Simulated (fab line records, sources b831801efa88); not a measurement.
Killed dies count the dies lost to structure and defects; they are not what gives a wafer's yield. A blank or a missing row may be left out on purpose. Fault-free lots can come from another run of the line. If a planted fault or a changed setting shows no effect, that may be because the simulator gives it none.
Which tool is to blame? | flow sky130 | 12 lots, 36 wafers sampled, at 4 steps of a route of 708

## WHAT EACH GAUGE READ, for each wafer
SKY_VIA3_CD_MEAS_12: target cd 200 nm.
lot  | measured     | on        | cd_nm (nm)
L075 | day 39 17:38 | cd_sem-01 | 200.6 200.5 198.7
L077 | day 40 13:37 | cd_sem-01 | 199.5 197.4 195.9
L079 | day 41 03:20 | cd_sem-02 | 198.1 199.5 200.8
L081 | day 41 17:05 | cd_sem-02 | 197.6 198.3 199.3
L083 | day 42 09:08 | cd_sem-01 | 198.5 198.4 199.4
L085 | day 42 17:25 | cd_sem-02 | 200.5 201.2 201.8
L087 | day 43 12:20 | cd_sem-02 | 202.7 201.8 201.7
L089 | day 44 06:20 | cd_sem-02 | 198.4 199.3 198.7
L091 | day 45 02:05 | cd_sem-02 | 199.6 200.7 200.8
L093 | day 45 08:47 | cd_sem-02 | 200.6 202.9 203.3
L095 | day 45 15:14 | cd_sem-02 | 202.0 202.2 201.8
L096 | day 45 23:01 | cd_sem-02 | 200.0 200.2 197.5

## WHAT TOOL EACH LOT RAN ON (gives the tool, then ch and the chambers of the sampled wafers, and finally the start)
lot  | SKY_METAL1_SPUTTER_00        | SKY_METAL2_SPUTTER_04        | SKY_METAL2_DESCUM_17
L075 | pvd_sputter-01, day 31 17:22 | pvd_sputter-02, day 34 01:57 | rie_metal-04 ch 1, day 35 04:20
L077 | pvd_sputter-04, day 32 17:02 | pvd_sputter-02, day 35 01:35 | rie_metal-04 ch 0,1, day 36 04:06
L079 | pvd_sputter-04, day 33 08:34 | pvd_sputter-02, day 35 16:15 | rie_metal-01 ch 0, day 36 18:08
L081 | pvd_sputter-01, day 34 00:11 | pvd_sputter-03, day 36 07:26 | rie_metal-01 ch 0,1, day 37 08:35
L083 | pvd_sputter-04, day 34 17:32 | pvd_sputter-02, day 37 01:01 | rie_metal-02 ch 0,1, day 38 02:41
L085 | pvd_sputter-02, day 35 03:10 | pvd_sputter-01, day 37 09:40 | rie_metal-04 ch 0,1, day 38 11:38
L087 | pvd_sputter-01, day 35 22:44 | pvd_sputter-01, day 38 05:57 | rie_metal-01 ch 0,1, day 39 07:20
L089 | pvd_sputter-02, day 36 20:13 | pvd_sputter-02, day 39 02:21 | rie_metal-04 ch 0,1, day 40 02:59
L091 | pvd_sputter-01, day 37 18:11 | pvd_sputter-01, day 40 00:26 | rie_metal-01 ch 0,1, day 41 00:53
L093 | pvd_sputter-01, day 38 01:24 | pvd_sputter-01, day 40 07:22 | rie_metal-01 ch 0,1, day 41 08:20
L095 | pvd_sputter-04, day 38 10:49 | pvd_sputter-02, day 40 15:30 | rie_metal-01 ch 0,1, day 41 15:29
L096 | pvd_sputter-04, day 38 21:58 | pvd_sputter-03, day 41 01:27 | rie_metal-01 ch 0,1, day 42 02:20
- SKY_METAL1_SPUTTER_00: material Ti, target thk 15 nm, time 10 s.
- SKY_METAL2_SPUTTER_04: material TiN, target thk 70 nm, time 58.3 s.
- SKY_METAL2_DESCUM_17: chemistry O2, time 8 s.

## THE ANSWER, worked out from the rows above alone
Rule: usual is defined by the lots themselves. The widest of any qualifying gaps counts: lots, ordered by their means at a reading, are off when they make up no more than a third of the lots, leave a main group of 4 or more, and stand apart from it by 3 or more times the standard deviation of that group's means. A main group whose means are all the same, to the digits that the tables above print for the reading, isn't used. A lot without any number at a reading at which 4 lots or more have one is off too. All remaining lots with rows at the step are treated as sound.
Nothing can be told from this: no lot is off at any reading shown.

## WHAT HAD BEEN PUT IN BY THE SIMULATOR
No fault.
